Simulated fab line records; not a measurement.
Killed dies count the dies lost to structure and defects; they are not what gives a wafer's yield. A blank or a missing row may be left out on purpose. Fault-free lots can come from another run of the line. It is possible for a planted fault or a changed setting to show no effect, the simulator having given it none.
Matching of chambers | flow gf180mcu | GF_V4_CMP_04 on cmp-02 has 4 sister chambers
The step polishes SiO2. 14 wafers are shown with their chamber, then 7 later ones without.

EACH WAFER AND ITS CHAMBER
wafer  | chamber | motor current A (A) | slurry flow ml min | time to endpoint s (s)
L492.2 | 1       | 14.8                | 150.4              | 71
L492.3 | 3       | 10.6                | 149.6              | 69
L492.6 | 0       | 16.5                | 150.1              | 68
L494.1 | 0       | 16.7                | 150.1              | 73
L494.4 | 2       | 11.5                | 150.2              | 80
L494.6 | 0       | 16.6                | 150.1              | 77
L496.2 | 1       | 15.4                | 150.8              | 71
L496.3 | 2       | 10.9                | 149.6              | 80
L496.4 | 3       | 10.3                | 150.3              | 79
L502.3 | 0       | 16.0                | 149.9              | 79
L502.4 | 1       | 14.2                | 150.3              | 85
L502.6 | 0       | 15.4                | 150.1              | 86
L505.4 | 1       | 14.5                | 150.3              | 89
L505.5 | 0       | 15.3                | 149.4              | 81

SIGNATURES (means of the wafers above)
reading            | chamber 0 | chamber 1 | chamber 2 | chamber 3 | scatter within a chamber
motor current A    | 16.083    | 14.725    | 11.200    | 10.450    | 0.54
slurry flow ml min | 149.950   | 150.450   | 149.900   | 149.950   | 0.315
time to endpoint s | 77.33     | 79.00     | 80.00     | 74.00     | 7.15
Rule: a wafer lies at a distance from a chamber equal to the root of the sum of squares, over the readings, of (its reading less the chamber's mean, divided by the reading's scatter). If the next closest chamber is less than 2 further off than the closest, the wafer can't be placed; otherwise it belongs to the closest. How the scatter is found: for the shown wafers, subtract from each reading the mean of its chamber, square and add these, divide the total by (wafers less chambers), then take the root.

WAFERS WITHOUT THEIR CHAMBER
wafer  | motor current A (A) | slurry flow ml min | time to endpoint s (s)
L505.6 | 10.4                | 149.4              | 82
L508.1 | 15.6                | 151.4              | 70
L508.3 | 14.6                | 150.5              | 83
L508.6 | 16.0                | 149.9              | 79
L509.1 | 15.8                | 151.0              | 72
L509.2 | 10.9                | 149.9              | 79
L509.3 | 10.2                | 150.0              | 72

CHAMBER TAKEN BY EACH
wafer  | from the rows above     | in truth
L505.6 | can't be placed: 3 or 2 | 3
L508.1 | can't be placed: 1 or 0 | 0
L508.3 | 1                       | 1
L508.6 | 0                       | 0
L509.1 | can't be placed: 1 or 0 | 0
L509.2 | can't be placed: 2 or 3 | 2
L509.3 | can't be placed: 3 or 2 | 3
Correct placement for 2 of the 7. Unplaceable from these rows: 5, with the true chamber sitting among the candidates in 5. 0 placed wrongly.
